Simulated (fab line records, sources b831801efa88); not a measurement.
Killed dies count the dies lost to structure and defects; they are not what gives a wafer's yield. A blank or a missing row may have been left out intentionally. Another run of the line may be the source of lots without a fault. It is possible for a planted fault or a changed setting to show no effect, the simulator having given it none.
Chamber matching / flow sky130 / SKY_SONOS_ONO_ETCH_15 on rie diel-02: 4 sister chambers
The step etches the open film in CHF3/O2, target depth 19.52 nm, time 7.8 s. 7 wafers are shown with their chamber, then 8 later ones without.

== WAFERS, EACH WITH ITS CHAMBER ==
wafer=L705.2; chamber=3; oes product au (a.u.)=1.019; throttle valve pct (%)=8.834
wafer=L706.3; chamber=1; oes product au (a.u.)=0.993; throttle valve pct (%)=8.821
wafer=L706.4; chamber=3; oes product au (a.u.)=1.018; throttle valve pct (%)=8.826
wafer=L710.1; chamber=2; oes product au (a.u.)=0.983; throttle valve pct (%)=8.823
wafer=L710.2; chamber=1; oes product au (a.u.)=1.010; throttle valve pct (%)=8.834
wafer=L710.5; chamber=2; oes product au (a.u.)=0.990; throttle valve pct (%)=8.819
wafer=L711.1; chamber=0; oes product au (a.u.)=1.021; throttle valve pct (%)=8.829

== WAFERS WITH NO CHAMBER GIVEN ==
wafer=L711.4; oes product au (a.u.)=0.990; throttle valve pct (%)=8.819
wafer=L711.5; oes product au (a.u.)=1.023; throttle valve pct (%)=8.839
wafer=L713.1; oes product au (a.u.)=0.995; throttle valve pct (%)=8.815
wafer=L713.3; oes product au (a.u.)=1.011; throttle valve pct (%)=8.831
wafer=L713.4; oes product au (a.u.)=1.010; throttle valve pct (%)=8.822
wafer=L712.2; oes product au (a.u.)=1.016; throttle valve pct (%)=8.821
wafer=L712.5; oes product au (a.u.)=0.986; throttle valve pct (%)=8.822
wafer=L712.6; oes product au (a.u.)=1.006; throttle valve pct (%)=8.816

== EACH ONE'S CHAMBER ==
wafer=L711.4; from the rows above=can't be placed: 2 or 1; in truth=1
wafer=L711.5; from the rows above=can't be placed: 3 or 0 or 1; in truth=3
wafer=L713.1; from the rows above=can't be placed: 2 or 1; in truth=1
wafer=L713.3; from the rows above=can't be placed: 3 or 0 or 1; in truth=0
wafer=L713.4; from the rows above=can't be placed: 1 or 3 or 0 or 2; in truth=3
wafer=L712.2; from the rows above=can't be placed: 0 or 3 or 1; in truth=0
wafer=L712.5; from the rows above=2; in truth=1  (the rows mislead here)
wafer=L712.6; from the rows above=can't be placed: 1 or 2 or 3 or 0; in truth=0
Correct placement for 0 of the 8. From these rows, 7 cannot be placed; in 7 the true chamber is one of the candidates. Wrongly placed: 1.
How it was worked out, from the rows above alone: a wafer's distance from a chamber is the root of the sum, over the readings, of the square of ((its reading less the chamber's mean) divided by the reading's scatter). If the next closest chamber is less than 2 further off than the closest, the wafer can't be placed; otherwise it belongs to the closest. The mean given for a chamber averages the wafers shown for that chamber. The scatter: take each reading less its chamber's mean, square it, sum over the shown wafers, divide by the number of wafers less the number of chambers, and take the root.
